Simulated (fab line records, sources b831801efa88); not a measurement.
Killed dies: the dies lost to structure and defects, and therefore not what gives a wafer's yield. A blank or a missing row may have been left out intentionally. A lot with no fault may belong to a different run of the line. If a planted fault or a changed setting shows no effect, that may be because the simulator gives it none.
fab line records	flow sky130
[record] lots = 7	wafers = 21	lastDay = 50
route steps=708 shown METAL4@622 PAD_OPEN@708
lots that met no fault: from a run of the same line without faults
startH: hours from the record's first day to the start of the lot's first wafer shown	waitH: how many hours have passed since the lot's step before this one	" same as the row above	L1.1+2: one row covering several wafers at once	- value missing, or start not given	* or withheld: withheld	< > ~ a bound
route shown NAME@n: NAME is a module with steps in the file, n the number in the route of the first one	usual: the fault-free wafers' mean and standard deviation	same: alike in all rows	chamber/n: place in a boat	sites: per-site readings	_std_site: standard deviation of those values	_edge_site: the outer-site mean with the inner-site mean subtracted	radiusMm: for every site, how far away it sits from the centre of the wafer	mask NAME#n: copy n	behind: the tool/chamber that last shaped the wafer	hold: what put the lot on hold/how long, in hours/how the hold closed	device: the n, p or np transistor that did not switch	end of line: tests of these same wafers at the route's end	a step given without rows: its recipe and nothing more	killed: count of dies lost to structure and defects at first sort (not the wafer's yield)	map: shows each die of a wafer: x if killed, . if not, _ if none is there
set.NAME: the run value of the setting; set.NAME@STEP: its run value at that earlier step	model.NAME: the simulator's own value behind a step, which no gauge read
certain route steps with their lots: each step a table, each wafer a row
services: from which hour (startH, from the record's first day; less than 0 if before it) a tool's chamber was out of use, for how many hours, and why
[[steps]]
[step SKY_METAL4_HMDS_06]
[recipe] primeTimeS = 60	primeTempC = 120
[step SKY_METAL4_COAT_07]
[recipe] resist = BARC	tempC = withheld	timeS = withheld	spinRpm = 3000	resistThkNm = 60
[step SKY_METAL4_COAT_08]
[recipe] resist = KrF-thick	spinRpm = 3000	resistThkNm = 1140
[step SKY_METAL4_SOFTBAKE_09]
[recipe] tempC = 100	timeS = 90	resist = KrF-thick
[step SKY_METAL4_EXPOSE_10]
[recipe] maskId = MM4	na = 0.68	sourceShape = annular	sigmaInner = 0.4	sigmaOuter = 0.8	targetCdNm = 300	doseMj = 28
[step SKY_METAL4_PEB_11]
[recipe] pebTempC = withheld	pebTimeS = withheld	resist = KrF-thick
[step SKY_METAL4_DEVELOP_12]
[recipe] developTimeS = 60	resist = KrF-thick	devTempC = 21
[step SKY_METAL4_CD_MEAS_13]
[recipe] targetCdNm = 300
[usual] cdNm = 299.3/1.6
lot.wafer	tool	chamber	startH	waitH	cdNm
L143.3	cdSem-02	-	1008.70	-	297.5
L143.4	"	-	"	"	297.8
L143.6	"	-	"	"	297.4
L148.1	cdSem-02	-	1031.31	-	300.3
L148.5	"	-	"	"	299.7
L148.6	"	-	"	"	300.8
L154.1	cdSem-01	-	1073.86	-	299.9
L154.3	"	-	"	"	299.8
L154.6	"	-	"	"	299.5
L155.3	cdSem-01	-	1079.44	-	298.6
L155.5	"	-	"	"	298.6
L155.6	"	-	"	"	298.1
L158.2	cdSem-01	-	1107.28	-	300.4
L158.3	"	-	"	"	301.0
L158.6	"	-	"	"	298.3
L162.1	cdSem-01	-	1116.66	-	300.9
L162.4	"	-	"	"	300.9
L162.6	"	-	"	"	302.2
L163.4	cdSem-02	-	1123.16	-	297.2
L163.5	"	-	"	"	296.3
L163.6	"	-	"	"	297.0
[step SKY_METAL4_OVL_MEAS_14]
[usual] METAL4_OVL = -2/4.9
lot.wafer	tool	chamber	startH	waitH	METAL4_OVL[nm]
L143.3	overlay-01	-	1008.79	0.1	-4
L143.4	"	-	"	"	-2
L143.6	"	-	"	"	-1
L148.1	overlay-02	-	1031.43	0.1	-7
L148.5	"	-	"	"	-4
L148.6	"	-	"	"	-1
L154.1	overlay-02	-	1073.98	0.1	-10
L154.3	"	-	"	"	1
L154.6	"	-	"	"	-5
L155.3	overlay-01	-	1079.53	0.1	-2
L155.5	"	-	"	"	-2
L155.6	"	-	"	"	-2
L158.2	overlay-01	-	1107.38	0.1	3
L158.3	"	-	"	"	0
L158.6	"	-	"	"	0
L162.1	overlay-02	-	1116.78	0.1	4
L162.4	"	-	"	"	-2
L162.6	"	-	"	"	0
L163.4	overlay-02	-	1123.23	0.1	6
L163.5	"	-	"	"	0
L163.6	"	-	"	"	-1
[step SKY_METAL4_DESCUM_15]
[recipe] chemistry = O2	sourcePowerW = 150	biasPowerW = 0	pressureMtorr = 10	tempC = 40	timeS = 8
[usual] drypumpMotorCurrentA = 5.6/0.46	oesProductAu = 1.005/0.0075
lot.wafer	tool	chamber	startH	waitH	drypumpMotorCurrentA	oesProductAu	rfHoursCounterH
L143.3	rieMetal-01	0	1008.83	0.0	4.8	0.998	-
L143.4	"	1	"	"	5.7	1.008	-
L143.6	"	0	"	"	4.8	1.006	-
L148.1	rieMetal-03	0	1031.46	0.0	5.5	1.008	19
L148.5	"	1	"	"	5.9	1.009	-
L148.6	"	0	"	"	5.5	1.012	-
L154.1	rieMetal-03	1	1074.02	0.0	5.9	1.010	13
L154.3	"	0	"	"	5.5	1.027	-
L154.6	"	0	"	"	5.5	1.009	-
L155.3	rieMetal-02	0	1079.56	0.0	6.3	0.998	-
L155.5	"	0	"	"	6.3	1.000	-
L155.6	"	1	"	"	5.5	0.992	-
L158.2	rieMetal-03	0	1107.41	0.0	5.5	1.018	23
L158.3	"	1	"	"	5.9	1.015	-
L158.6	"	1	"	"	5.9	1.007	-
L162.1	rieMetal-03	0	1116.81	0.0	5.5	1.016	24
L162.4	"	0	"	"	5.5	1.012	-
L162.6	"	1	"	"	5.9	1.015	-
L163.4	rieMetal-03	1	1123.28	0.0	5.9	1.004	-
L163.5	"	1	"	"	5.9	1.023	-
L163.6	"	1	"	"	6.0	1.016	-
[step SKY_METAL4_ETCH_16]
[recipe] chemistry = N2/H2	target = BARC	ionEnergyEv = 200	biasW = 100	pressureMtorr = 30	n2FlowSccm = 100	h2FlowSccm = 200	icpW = 500	stopOn = SiO2	timeS = 88.2	targetDepthA = 600
[usual] drypumpMotorCurrentA = 5.6/0.46	n2FlowSccm = 99.98/0.28	oesProductAu = 0.626/0.0046	throttleValvePct = 13.204/0.0089
lot.wafer	tool	chamber	startH	waitH	drypumpMotorCurrentA	n2FlowSccm	oesProductAu	rfHoursCounterH	throttleValvePct
L143.3	rieMetal-01	0	1008.88	0.0	4.9	99.75	0.619	-	13.208
L143.4	"	1	"	"	5.7	100.24	0.632	-	13.197
L143.6	"	0	"	"	4.9	99.91	0.625	-	13.204
L148.1	rieMetal-03	0	1031.49	0.0	5.5	99.59	0.635	19	13.199
L148.5	"	1	"	"	6.0	100.02	0.632	-	13.225
L148.6	"	0	"	"	5.5	99.57	0.631	-	13.199
L154.1	rieMetal-03	1	1074.05	0.0	6.0	100.54	0.630	13	13.190
L154.3	"	0	"	"	5.5	99.99	0.625	-	13.213
L154.6	"	0	"	"	5.5	99.81	0.631	-	13.198
L155.3	rieMetal-02	0	1079.62	0.0	6.4	99.90	0.625	-	13.205
L155.5	"	0	"	"	6.4	99.74	0.629	-	13.212
L155.6	"	1	"	"	5.5	100.02	0.624	-	13.213
L158.2	rieMetal-03	0	1107.44	0.0	5.6	100.38	0.628	23	13.205
L158.3	"	1	"	"	5.9	100.50	0.620	-	13.201
L158.6	"	1	"	"	5.9	100.30	0.629	-	13.203
L162.1	rieMetal-03	0	1116.84	0.0	5.6	100.44	0.624	24	13.213
L162.4	"	0	"	"	5.5	100.12	0.616	-	13.200
L162.6	"	1	"	"	5.9	100.23	0.632	-	13.222
L163.4	rieMetal-03	1	1123.41	0.1	5.9	99.88	0.628	-	13.225
L163.5	"	1	"	"	5.9	99.97	0.628	-	13.205
L163.6	"	1	"	"	5.9	99.95	0.625	-	13.203
[step SKY_METAL4_ETCH_17]
[recipe] target = SiO2	stopOn = TiN	chemistry = C4F8/O2/Ar	sourceW = 1500	biasW = 1200	pressureMtorr = 40	c4f8FlowSccm = withheld	O2_flow_sccm = 6	Ar_flow_sccm = 300	timeS = 3.9	targetDepthA = 150
[usual] oesProductAu = 0.757/0.0079
lot.wafer	tool	chamber	startH	waitH	oesProductAu	rfHoursCounterH
L143.3	rieDiel-04	3	1008.95	0.0	0.758	20
L143.4	"	0	"	"	0.766	4
L143.6	"	0	"	"	0.770	-
L148.1	rieDiel-01	1	1031.59	0.1	0.757	19
L148.5	"	3	"	"	0.765	-
L148.6	"	2	"	"	0.756	-
L154.1	rieDiel-04	1	1074.15	0.1	0.760	13
L154.3	"	0	"	"	0.753	6
L154.6	"	0	"	"	0.763	-
L155.3	rieDiel-01	3	1079.68	0.0	0.754	8
L155.5	"	1	"	"	0.769	-
L155.6	"	2	"	"	0.762	-
L158.2	rieDiel-04	0	1107.54	0.1	0.755	7
L158.3	"	3	"	"	0.747	23
L158.6	"	0	"	"	0.766	-
L162.1	rieDiel-02	1	1116.94	0.1	0.761	4
L162.4	"	2	"	"	0.755	29
L162.6	"	0	"	"	0.754	-
L163.4	rieDiel-01	0	1123.51	0.1	0.768	12
L163.5	"	0	"	"	0.772	-
L163.6	"	1	"	"	0.756	-
[step SKY_METAL4_METAL_ETCH_18]
[recipe] targetDepthA = 8450	stopOn = SiO2	overEtchFrac = 0.3	timeS = 183.1	chemistry = Cl2/BCl3	resistSidewallDeg = 88	pressureMtorr = 10	icpW = 900	biasW = 48.5	Cl2_flow_sccm = 60	bcl3FlowSccm = 30
[usual] drypumpMotorCurrentA = 5.7/0.47	oesProductAu = 0.866/0.0069	throttleValvePct = 22.264/0.011
[same] overEtchFrac = 0.3
lot.wafer	tool	chamber	startH	waitH	drypumpMotorCurrentA	oesProductAu	rfHoursCounterH	throttleValvePct	model.KrF-thick_of_METAL4_COAT_08.thkNm	model.METAL4.cdNm	model.SiO2_of_VIA3_HDPCVD_00.thkNm
L143.3	rieMetal-02	1	1009.02	0.1	5.5	0.867	-	22.269	521	294.2	434.9
L143.4	"	0	"	"	6.3	0.875	-	22.268	516.1	293.6	434.6
L143.6	"	0	"	"	6.4	0.875	-	22.268	511.3	296.9	435.5
L148.1	rieMetal-01	0	1031.61	0.0	4.9	0.859	15	22.270	531.3	301.5	435.3
L148.5	"	0	"	"	4.9	0.862	-	22.256	526.9	300.9	435.6
L148.6	"	1	"	"	5.7	0.860	-	22.276	532.3	295.1	436
L154.1	rieMetal-01	1	1074.17	0.0	5.7	0.873	19	22.271	323	273.4	424.6
L154.3	"	0	"	"	4.9	0.862	-	22.260	324.7	276.1	425.7
L154.6	"	1	"	"	5.7	0.846	-	22.278	526.1	292.7	435.4
L155.3	rieMetal-01	0	1079.76	0.1	4.9	0.862	-	22.261	329.1	272.2	426.9
L155.5	"	0	"	"	4.9	0.855	-	22.249	519.3	295.3	435.5
L155.6	"	1	"	"	5.7	0.867	-	22.246	519.4	295.2	435.6
L158.2	rieMetal-01	0	1107.56	0.0	4.8	0.873	20	22.273	540.4	295.2	436.8
L158.3	"	0	"	"	4.9	0.863	-	22.256	334.1	274.5	425.8
L158.6	"	0	"	"	4.9	0.864	-	22.273	540.8	296.5	435.9
L162.1	rieMetal-02	1	1116.96	0.0	5.5	0.866	16	22.259	517.5	289.5	436.4
L162.4	"	1	"	"	5.5	0.873	-	22.271	523.4	286.2	436.3
L162.6	"	0	"	"	6.4	0.874	-	22.254	519.6	293.5	437.3
L163.4	rieMetal-02	0	1123.59	0.1	6.4	0.860	-	22.273	529.8	291.4	435.9
L163.5	"	0	"	"	6.4	0.869	-	22.272	537.4	292.7	435.7
L163.6	"	1	"	"	5.4	0.863	-	22.264	534.3	285.8	435.5
[step SKY_METAL4_STRIP_19]
[recipe] chemistry = O2/N2	powerW = 1400	pressureMtorr = 1500	platenTempC = withheld	o2FlowSccm = 3000	n2FlowSccm = 300	overashFraction = 0.5
[usual] drypumpMotorCurrentA = 6.01/0.3	n2FlowSccm = 300.2/0.94	oesProductAu = 0.501/0.0056	stripTimeToEndpointS = 6.51/0.065
lot.wafer	tool	chamber	startH	waitH	drypumpMotorCurrentA	n2FlowSccm	oesProductAu	rfHoursCounterH	stripTimeToEndpointS
L143.3	plasmaAsher-02	1	1009.18	0.1	6.07	298.0	0.489	-	6.45
L143.4	"	0	"	"	5.79	300.3	0.508	-	6.41
L143.6	"	0	"	"	5.78	299.8	0.496	-	6.39
L148.1	plasmaAsher-03	1	1031.79	0.1	5.73	299.1	0.505	94	6.57
L148.5	"	1	"	"	5.73	298.9	0.514	-	6.53
L148.6	"	0	"	"	5.82	299.5	0.505	-	6.61
L154.1	plasmaAsher-03	0	1074.34	0.1	5.84	299.6	0.417	99	4.47
L154.3	"	0	"	"	5.81	299.2	0.415	-	4.48
L154.6	"	1	"	"	5.65	300.8	0.505	-	6.53
L155.3	plasmaAsher-01	1	1079.91	0.1	6.68	300.8	0.417	-	4.52
L155.5	"	1	"	"	6.69	300.3	0.508	-	6.45
L155.6	"	0	"	"	6.15	301.0	0.498	-	6.45
L158.2	plasmaAsher-03	1	1107.74	0.1	5.69	300.9	0.504	102	6.66
L158.3	"	1	"	"	5.73	300.8	0.421	-	4.57
L158.6	"	1	"	"	5.65	299.7	0.507	-	6.67
L162.1	plasmaAsher-02	1	1117.14	0.1	6.07	299.4	0.499	67	6.44
L162.4	"	1	"	"	6.07	300.9	0.502	-	6.50
L162.6	"	0	"	"	5.83	299.9	0.503	-	6.46
L163.4	plasmaAsher-02	1	1123.74	0.1	6.08	299.5	0.502	-	6.57
L163.5	"	1	"	"	6.10	298.7	0.508	-	6.64
L163.6	"	0	"	"	5.82	300.4	0.508	-	6.61
[step SKY_METAL4_STRIP_20]
[recipe] chemistry = postEtchResidueRemover	timeS = 1200	tempC = 72.5
[step SKY_PAD_OPEN_PROBE_99]
[usual] defectLimitedYield = 82.5/1.9	killed_at_M0_to_M3 = 43/6.8	killed_at_M4_up = 3.2/1.7	killedAtContacts = 24/5.7	killedAtFrontEnd = 16/4.3	killedAtOther = 0.3/0.56	killedDies = 86/9.5	killedOpen = 47/6.9	killedShort = 39/5.8	sort_bin_3_pad_short = 0.9/0.39	sort_bin_5_function = 10.3/1.5	sort_bin_6_memory = 6.3/1.1	sortNPass = 406/9.5	sortYieldPct = 82.5/1.9
[same] grossDies = 492	killedAtBackSide = 0	sort_bin_4_leakage[%] = 0	sort_bin_8_speed[%] = 0
lot.wafer	tool	chamber	startH	waitH	defectLimitedYield[%]	killed_at_M0_to_M3	killed_at_M4_up	killedAtContacts	killedAtFrontEnd	killedAtOther	killedDies	killedOpen	killedShort	sort_bin_3_pad_short[%]	sort_bin_5_function[%]	sort_bin_6_memory[%]	sortNPass	sortYieldPct[%]	model.etest.met4.widthNm	model.etest.met4.lineOhmUm
L143.3	prober-02	-	1102.64	0.2	82.9	31	5	23	24	1	84	42	42	0	8.9	8.1	408	82.9	291.2	0.147
L143.4	prober-02	-	1102.69	0.2	82.3	50	2	16	19	0	87	41	46	1.0	12.2	4.5	405	82.3	292.8	0.1479
L143.6	prober-02	-	1102.79	0.2	84.3	39	4	21	13	0	77	44	33	0.6	9.1	5.9	415	84.3	299.4	0.1412
L148.1	prober-02	-	1120.92	0.1	81.3	59	4	22	7	0	92	60	32	1.0	11.8	5.9	400	81.3	300.1	0.1435
L148.5	prober-02	-	1121.12	0.2	80.1	53	3	26	16	0	98	50	48	1.4	11.2	7.3	394	80.1	299.6	0.1429
L148.6	prober-02	-	1121.17	0.2	76.0	55	4	37	21	1	118	70	48	0.4	14.2	9.3	374	76.0	294.5	0.145
L154.1	prober-02	-	1158.67	0.1	82.9	45	3	27	9	0	84	46	38	1.0	10.8	5.3	408	82.9	274.2	0.1563
L154.3	prober-02	-	1158.77	0.2	83.7	42	3	25	10	0	80	50	30	1.0	10.2	5.1	412	83.7	276.3	0.1531
L154.6	prober-02	-	1158.92	0.2	82.1	40	4	20	24	0	88	47	41	0.4	11.6	5.9	404	82.1	294.4	0.1472
L155.3	prober-01	-	1162.46	0.2	83.5	40	6	18	16	1	81	44	37	1.0	8.7	6.7	411	83.5	270.2	0.1613
L155.5	prober-01	-	1162.56	0.2	82.5	42	11	20	13	0	86	44	42	1.2	10.6	5.7	406	82.5	291.2	0.1483
L155.6	prober-01	-	1162.61	0.2	83.1	36	2	24	20	1	83	44	39	1.0	8.7	7.1	409	83.1	294.8	0.1487
L158.2	prober-02	-	1185.32	0.1	79.9	40	3	32	23	1	99	56	42	0.6	11.8	7.7	393	79.9	297	0.1439
L158.3	prober-02	-	1185.37	0.2	81.1	45	4	25	19	0	93	49	43	1.0	10.2	7.7	399	81.1	271.4	0.158
L158.6	prober-02	-	1185.52	0.2	80.1	47	5	27	19	0	98	54	44	1.4	13.6	4.9	394	80.1	297	0.1446
L162.1	prober-01	-	1194.86	0.1	83.1	35	2	20	26	0	83	43	38	1.8	9.1	5.9	409	83.1	290.6	0.1446
L162.4	prober-01	-	1195.01	0.2	83.7	41	2	20	14	3	80	42	36	1.0	9.3	5.9	412	83.7	286.4	0.1494
L162.6	prober-01	-	1195.11	0.2	83.3	46	3	17	15	1	82	41	40	0.4	9.1	7.1	410	83.3	292.3	0.1449
L163.4	prober-01	-	1198.74	0.2	82.3	39	2	35	11	0	87	52	35	1.0	8.9	7.7	405	82.3	293	0.1469
L163.5	prober-01	-	1198.79	0.2	81.7	42	2	31	15	0	90	54	34	0.8	11.2	6.3	402	81.7	290.6	0.1478
L163.6	prober-01	-	1198.84	0.2	83.7	33	5	27	15	0	80	45	32	1.2	10.2	4.9	412	83.7	285.1	0.1485
// killed by level:class
L143.3 VIA2:geometricParticle:open=10 FIELD_ISO:geometricParticle:short=8 CONTACT:geometricParticle:open=8 FIELD_ISO:geometricParticle:open=7 LI_CONTACT:geometricParticle:open=5 CONTACT:geometricParticle:short=5 METAL4:geometricParticle:short=5 POLY_GATE:geometricParticle:short=4
L143.4 VIA3:geometricParticle:open=11 POLY_GATE:geometricParticle:short=9 VIA1:geometricParticle:open=7 METAL1:geometricParticle:short=6 VIA1:geometricParticle:short=6 CONTACT:geometricParticle:short=5 CONTACT:geometricParticle:open=5 METAL2:geometricParticle:short=5
L143.6 VIA1:geometricParticle:open=8 CONTACT:geometricParticle:open=7 VIA2:geometricParticle:open=6 VIA3:geometricParticle:open=6 FIELD_ISO:geometricParticle:open=5 VIA1:geometricParticle:short=5 LI_CONTACT:geometricParticle:open=4 CONTACT:geometricParticle:short=4
L148.1 VIA2:geometricParticle:open=12 LI_CONTACT:geometricParticle:open=12 VIA1:geometricParticle:open=12 VIA3:geometricParticle:open=9 VIA1:geometricParticle:short=8 CONTACT:geometricParticle:open=5 METAL2:geometricParticle:short=5 VIA2:geometricParticle:short=4
L148.5 VIA1:geometricParticle:open=17 LI_CONTACT:geometricParticle:open=9 VIA3:geometricParticle:short=7 CONTACT:geometricParticle:open=6 METAL1:geometricParticle:short=6 FIELD_ISO:geometricParticle:open=5 CONTACT:geometricParticle:short=5 METAL2:geometricParticle:short=5
L148.6 VIA1:geometricParticle:open=17 LI_CONTACT:geometricParticle:open=13 VIA2:geometricParticle:open=10 CONTACT:geometricParticle:short=7 VIA3:geometricParticle:open=7 VIA1:geometricParticle:short=7 CONTACT:geometricParticle:open=6 LI_CONTACT:geometricParticle:short=6
L154.1 VIA1:geometricParticle:open=14 VIA3:geometricParticle:open=8 LI_CONTACT:geometricParticle:open=7 VIA1:geometricParticle:short=7 CONTACT:geometricParticle:open=6 CONTACT:geometricParticle:short=5 LOCAL_INTERCONNECT:geometricParticle:short=5 FIELD_ISO:geometricParticle:short=4
L154.3 VIA1:geometricParticle:open=18 CONTACT:geometricParticle:open=13 LOCAL_INTERCONNECT:geometricParticle:short=6 VIA3:geometricParticle:open=5 LI_CONTACT:geometricParticle:open=4 VIA1:geometricParticle:short=4 FIELD_ISO:geometricParticle:short=3 POLY_GATE:geometricParticle:open=3
L154.6 CONTACT:geometricParticle:open=11 VIA1:geometricParticle:open=9 FIELD_ISO:geometricParticle:short=7 METAL2:geometricParticle:short=6 VIA2:geometricParticle:open=6 FIELD_ISO:geometricParticle:open=5 LOCAL_INTERCONNECT:geometricParticle:short=5 METAL3:geometricParticle:short=5
L155.3 VIA1:geometricParticle:open=10 METAL1:geometricParticle:short=8 LI_CONTACT:geometricParticle:open=6 METAL2:geometricParticle:short=6 FIELD_ISO:geometricParticle:short=5 CONTACT:geometricParticle:open=5 VIA3:geometricParticle:open=5 FIELD_ISO:geometricParticle:open=4
L155.5 METAL4:geometricParticle:short=9 VIA1:geometricParticle:open=7 VIA3:geometricParticle:open=7 CONTACT:geometricParticle:open=6 METAL2:geometricParticle:short=6 CONTACT:geometricParticle:short=5 VIA1:geometricParticle:short=5 VIA2:geometricParticle:open=5
L155.6 LI_CONTACT:geometricParticle:open=11 VIA3:geometricParticle:open=9 FIELD_ISO:geometricParticle:short=7 VIA1:geometricParticle:open=7 CONTACT:geometricParticle:open=6 METAL2:geometricParticle:short=5 METAL1:geometricParticle:short=5 POLY_GATE:geometricParticle:open=3
L158.2 CONTACT:geometricParticle:open=15 LI_CONTACT:geometricParticle:open=10 VIA1:geometricParticle:open=9 FIELD_ISO:geometricParticle:short=8 METAL1:geometricParticle:short=6 POLY_GATE:geometricParticle:open=5 FIELD_ISO:geometricParticle:open=4 VIA1:geometricParticle:short=4
L158.3 LI_CONTACT:geometricParticle:open=8 CONTACT:geometricParticle:open=8 VIA3:geometricParticle:open=8 POLY_GATE:geometricParticle:short=6 METAL2:geometricParticle:short=6 VIA1:geometricParticle:open=6 FIELD_ISO:geometricParticle:open=5 METAL1:geometricParticle:short=5
L158.6 VIA3:geometricParticle:open=14 CONTACT:geometricParticle:open=12 VIA2:geometricParticle:short=7 FIELD_ISO:geometricParticle:open=6 POLY_GATE:geometricParticle:short=6 LI_CONTACT:geometricParticle:open=5 LOCAL_INTERCONNECT:geometricParticle:short=5 METAL1:geometricParticle:short=5
L162.1 FIELD_ISO:geometricParticle:open=12 VIA1:geometricParticle:open=11 LI_CONTACT:geometricParticle:open=8 FIELD_ISO:geometricParticle:short=6 LOCAL_INTERCONNECT:geometricParticle:short=6 METAL1:geometricParticle:short=6 VIA3:geometricParticle:open=5 CONTACT:geometricParticle:short=4
L162.4 CONTACT:geometricParticle:open=9 VIA3:geometricParticle:open=7 VIA1:geometricParticle:open=7 METAL2:geometricParticle:short=7 LI_CONTACT:geometricParticle:open=5 LOCAL_INTERCONNECT:geometricParticle:short=5 VIA1:geometricParticle:short=5 METAL1:geometricParticle:short=4
L162.6 VIA1:geometricParticle:open=11 VIA2:geometricParticle:open=9 CONTACT:geometricParticle:open=8 FIELD_ISO:geometricParticle:short=7 VIA3:geometricParticle:open=7 METAL1:geometricParticle:short=6 CONTACT:geometricParticle:short=6 POLY_GATE:geometricParticle:short=4
L163.4 CONTACT:geometricParticle:open=14 CONTACT:geometricParticle:short=9 LI_CONTACT:geometricParticle:open=8 VIA3:geometricParticle:open=6 VIA1:geometricParticle:open=6 VIA2:geometricParticle:open=6 POLY_GATE:geometricParticle:open=4 METAL2:geometricParticle:short=4
L163.5 CONTACT:geometricParticle:open=11 VIA1:geometricParticle:open=10 VIA3:geometricParticle:open=9 LI_CONTACT:geometricParticle:open=7 CONTACT:geometricParticle:short=6 METAL2:geometricParticle:short=5 FIELD_ISO:geometricParticle:short=4 LOCAL_INTERCONNECT:geometricParticle:short=4
L163.6 CONTACT:geometricParticle:open=8 POLY_GATE:geometricParticle:open=7 VIA3:geometricParticle:open=6 CONTACT:geometricParticle:short=6 VIA2:geometricParticle:open=6 LI_CONTACT:geometricParticle:open=6 VIA1:geometricParticle:open=5 POLY_GATE:geometricParticle:short=4
[[services]]
tool	chamber	startH	hours	kind
rieDiel-02	-	994.60	15.6	pm
rieDiel-02	2	1014.01	16.6	repair
rieDiel-01	0	1030.83	5.2	repair
rieDiel-02	2	1054.09	2.6	repair
rieDiel-01	-	1059.89	1.9	repair
rieDiel-04	2	1060.66	8.6	repair
rieDiel-02	-	1096.31	1.3	repair
rieDiel-04	1	1103.35	6.4	repair
plasmaAsher-03	-	1103.78	1.5	repair
rieDiel-04	0	1120.77	41.8	repair
rieMetal-03	0	1122.85	12.5	repair
[[key]]
[firstSign] step = SKY_METAL4_STRIP_19	reading = stripTimeToEndpointS	direction = down	sigmas = 31	usual = *	struck = *
[effect] step = SKY_METAL4_STRIP_19	reading = oesProductAu	direction = down	sigmas = 15	usual = 0.501	struck = 0.417
[modelEffect] step = SKY_METAL4_METAL_ETCH_18	value = KrF-thick_of_METAL4_COAT_08.thkNm	without = 527.8	struck = 327.7
[modelEffect] step = SKY_PAD_OPEN_PROBE_99	value = etest.met4.widthNm	without = 295	struck = 273
metAt SKY_METAL4_METAL_ETCH_18
struckWafers L154.1,L154.3,L155.3,L158.3
onsetBetween 1031.61 1074.17
[fault] kind = processParameterDrift	tool = rieMetal-01	chamber = -	onsetH = 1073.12	steps = SKY_METAL4_METAL_ETCH_18	channel = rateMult	offset = 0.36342	shape = step	endH = 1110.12	scope = struckWafersOnly
